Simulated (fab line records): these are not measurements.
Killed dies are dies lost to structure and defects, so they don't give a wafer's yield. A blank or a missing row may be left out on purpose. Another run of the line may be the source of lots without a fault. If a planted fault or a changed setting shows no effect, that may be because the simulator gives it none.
Matching of chambers + flow sky130 + cmp-02 running SKY_VIA2_CMP_02: 4 sister chambers
The step polishes SiO2. 7 wafers are shown with their chamber, then 7 later ones without.

== EACH WAFER AND ITS CHAMBER ==
| wafer  | chamber | motorCurrentA (A) | slurryFlowMlMin |
|--------|---------|-------------------|-----------------|
| L189.3 | 1       | 12.0              | 150.5           |
| L191.5 | 2       | 13.6              | 149.6           |
| L194.2 | 2       | 14.6              | 150.0           |
| L194.3 | 3       | 9.7               | 150.2           |
| L194.4 | 0       | 12.0              | 150.2           |
| L199.4 | 3       | 9.8               | 150.2           |
| L199.5 | 0       | 11.6              | 150.1           |

== WAFERS WHOSE CHAMBER IS MISSING ==
| wafer  | motorCurrentA (A) | slurryFlowMlMin |
|--------|-------------------|-----------------|
| L199.6 | 9.0               | 150.6           |
| L202.1 | 13.1              | 149.3           |
| L202.2 | 9.8               | 149.7           |
| L202.6 | 9.6               | 149.7           |
| L206.2 | 9.0               | 150.5           |
| L206.3 | 11.1              | 150.0           |
| L206.4 | 14.0              | 149.3           |

== THE CHAMBER EACH PASSED THROUGH ==
| wafer  | from the rows above          | in truth                   |
|--------|------------------------------|----------------------------|
| L199.6 | 3                            | 3                          |
| L202.1 | 2                            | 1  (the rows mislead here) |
| L202.2 | 3                            | 3                          |
| L202.6 | 3                            | 3                          |
| L206.2 | 3                            | 3                          |
| L206.3 | can't be placed: 0 or 3 or 1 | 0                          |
| L206.4 | 2                            | 2                          |
Correct placement for 5 of the 7. Can't be placed from these rows: 1 (the true chamber is among the candidates in 1). Wrongly placed: 1.
How it was worked out, from the rows above alone: a wafer's distance from a chamber is the root of the sum, over the readings, of the square of ((its reading less the chamber's mean) divided by the reading's scatter). The wafer belongs to the nearest chamber; if the next one is less than 2 further off, it can't be placed. For every chamber, the mean is computed from those of its wafers that are shown. The scatter is the square root of a quotient: the sum, over the shown wafers, of each reading's squared deviation from its chamber's mean, divided by wafers minus chambers.
